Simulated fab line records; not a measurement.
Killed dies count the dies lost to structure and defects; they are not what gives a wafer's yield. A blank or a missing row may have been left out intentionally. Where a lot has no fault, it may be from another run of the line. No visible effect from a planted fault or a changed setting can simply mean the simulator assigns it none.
A lot that was struck, set against a sound lot :: flow gf180mcu :: 44 out of 602 route steps
Sound: these wafers, L186.2, L186.3, L186.5. Wafers L192.1, L192.4, L192.5 were the ones struck. The cause is named last.
Order at every step that has rows: each side's tool, ch and its chambers, its first start. Under that, the readings that differ: sound wafers :: struck wafers :: difference of the means :: sigmas: that difference in standard deviations of wafers without a fault.
alike: a reading whose means differ by less than 2 such deviations, as well as words and numbers matching on both sides. not compared: withheld readings; readings where some wafer has no value; bounds like >300 that might hide an equal value; numbers whose values overlap and for which the record gives no deviation.
The two part at a step that has a row with sigmas, a row that says differs or no value, or rows on one side only. Numbers that have no deviation but don't overlap get no sigmas and don't part them. A reading missing from all wafers of one side parts the sides only when that side holds two or more wafers.

first, 5 steps without rows for these wafers: GF_V3_STRIP_19 (strips in post etch residue remover, time 1200 s); GF_V3_CLEAN_20 (cleans in DIW); GF_V3_SPUTTER_21 (material Ti, target thk 15 nm, time 80.02 s); GF_V3_SPUTTER_22 (material TiN, target thk 10 nm, time 40 s); GF_V3_CVD_23 (deposits W, target thk 350 nm, time 104.9 s).
GF_V3_RS_MEAS_24: a four-point-probe measurement.
  sound: filmMetro-02 at day 24 04:47; struck: filmMetro-04 at day 26 19:03
  alike: V3_W_RS
GF_V3_THK_MEAS_25: measures by xrf.
  sound: filmMetro-02 at day 24 04:53; struck: filmMetro-04 at day 26 19:10
  alike: V3_W_THK
then, 1 step without rows for these wafers: GF_V3_CMP_26 (polishes, stops on SiO2, t overpolish 15 s, target thk 0 nm).
GF_M4_SPUTTER_00: material Ti, target thk 37.5 nm, time 145 s.
  sound: pvdSputter-01 at day 24 05:14; struck: pvdSputter-01 at day 26 19:32
  alike: cathodeDcPowerW, throttleValvePct
then, 1 step without rows for these wafers: GF_M4_SPUTTER_01 (material TiN, target thk 30 nm, time 25 s).
GF_M4_SPUTTER_02: material AlCu, target thk 450 nm, time 23.9 s.
  sound: pvdSputter-01 at day 24 05:22; struck: pvdSputter-01 at day 26 19:41
  alike: cathodeDcPowerW, throttleValvePct
then, 1 step without rows for these wafers: GF_M4_SPUTTER_03 (material Ti, target thk 10 nm, time 6.7 s).
GF_M4_SPUTTER_04: material TiN, target thk 50 nm, time 41.7 s.
  sound: pvdSputter-01 at day 24 05:25; struck: pvdSputter-01 at day 26 19:44
reading: cathodeDcPowerW (W)
sound: 6500.6 6501.8 6502.3
struck: 6290.3 6292.5 6291.9
difference: -210.0
sigmas: -99 or more

reading: model.TiN_of_M4_SPUTTER_04.thkNm (nm)
sound: 50.55 50.35 50.59
struck: 48.1 49.01 49.07
difference: -1.8
sigmas: 
  alike: throttleValvePct
GF_M4_RS_MEAS_05: a four-point-probe measurement.
  sound: filmMetro-04 at day 24 05:29; struck: filmMetro-04 at day 26 19:47
  alike: M4_ALCU_RS
GF_M4_THK_MEAS_06: measures by xrf.
  sound: filmMetro-04 at day 24 05:35; struck: filmMetro-04 at day 26 19:54
  alike: M4_ALCU_THK
then, 7 steps without rows for these wafers: GF_M4_DEHYDRATE_07 (time 60 s); GF_M4_HMDS_08 (prime time 60 s); GF_M4_COAT_09 (resist thk 1000 nm); GF_M4_SOFTBAKE_10 (time 60 s); GF_M4_EXPOSE_11 (exposes mask Metal4, target cd 280 nm); GF_M4_PEB_12 (peb time 90 s); GF_M4_DEVELOP_13 (develop time 60 s).
GF_M4_CD_MEAS_14: the cd target is 280 nm.
  sound: cdSem-01 at day 25 03:23; struck: cdSem-01 at day 27 15:16
  alike: cdNm
GF_M4_OVL_MEAS_15:
  sound: overlay-01 at day 25 03:29; struck: overlay-01 at day 27 15:23
  alike: M4_OVL
then, 1 step without rows for these wafers: GF_M4_METAL_ETCH_16 (etches the open film in Cl2/BCl3, stops on SiO2, target depth 750.8 nm, time 125.1 s).
GF_M4_STRIP_17: strips in O2/N2.
  sound on plasmaAsher-01 ch 0,1, day 25 03:39; struck on plasmaAsher-01 ch 1, day 27 15:33
  alike: drypumpMotorCurrentA, heaterPowerW, oesProductAu, stripTimeToEndpointS
  not compared: rfHoursCounterH
then, 3 steps without rows for these wafers: GF_M4_STRIP_18 (strips in post etch residue remover, time 1200 s); GF_M4_CLEAN_19 (cleans in DIW); GF_V4_CVD_00 (deposits SiO2, target thk 600 nm, time 100 s).
GF_V4_THK_MEAS_01:
  sound: filmMetro-02 at day 25 04:16; struck: filmMetro-03 at day 27 16:11
  alike: V4_CVD_00_THK
GF_V4_CVD_02: deposits SiO2 from TEOS, target thk 850 nm, time 94.851 s.
  sound on pecvd-03 ch 1,2, day 25 04:19; struck on pecvd-01 ch 0,2, day 27 16:15
  alike: heaterPowerOuterW, heaterPowerW
GF_V4_THK_MEAS_03:
  sound: filmMetro-01 at day 25 04:24; struck: filmMetro-01 at day 27 16:19
  alike: V4_CVD_02_THK
GF_V4_CMP_04: polishes SiO2.
  sound on cmp-01 ch 0,2,3, day 25 04:27; struck on cmp-01 ch 0,3, day 27 16:23
  alike: motorCurrentA, timeToEndpointS
GF_V4_BOW_MEAS_05:
  sound: filmMetro-03 at day 25 04:46; struck: filmMetro-02 at day 27 16:41
  alike: V4_BOW
then, 8 steps without rows for these wafers: GF_V4_DEHYDRATE_06 (time 60 s); GF_V4_HMDS_07 (prime time 60 s); GF_V4_COAT_08; GF_V4_COAT_09 (resist thk 1000 nm); GF_V4_SOFTBAKE_10 (time 60 s); GF_V4_EXPOSE_11 (exposes mask Via4, target cd 260 nm); GF_V4_PEB_12 (peb time 90 s); GF_V4_DEVELOP_13 (develop time 60 s).
GF_V4_STRIP_19: strips in post etch residue remover, time 1200 s.
  sound on wetBench-03 ch 0, day 26 02:11; struck on wetBench-04 ch 1, day 28 12:05
reading: model.TiN_of_M4_SPUTTER_04.thkNm (nm)
sound: 49.71 49.51 49.76
struck: 47.27 48.18 48.24
difference: -1.76
sigmas: 
then, 1 step without rows for these wafers: GF_PASSIVATION_PROBE_99.

WHERE THEY PART
Within this record, at GF_M4_SPUTTER_04 only. Later steps at which nothing parts them and some readings are alike: GF_M4_RS_MEAS_05, GF_M4_THK_MEAS_06, GF_M4_CD_MEAS_14, GF_M4_OVL_MEAS_15, GF_M4_STRIP_17, GF_V4_THK_MEAS_01, GF_V4_CVD_02, GF_V4_THK_MEAS_03, GF_V4_CMP_04, GF_V4_BOW_MEAS_05.

WHY: whatever the simulator had introduced
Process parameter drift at GF_M4_SPUTTER_04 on pvdSputter-01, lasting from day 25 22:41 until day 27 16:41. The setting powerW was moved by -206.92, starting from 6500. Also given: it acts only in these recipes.
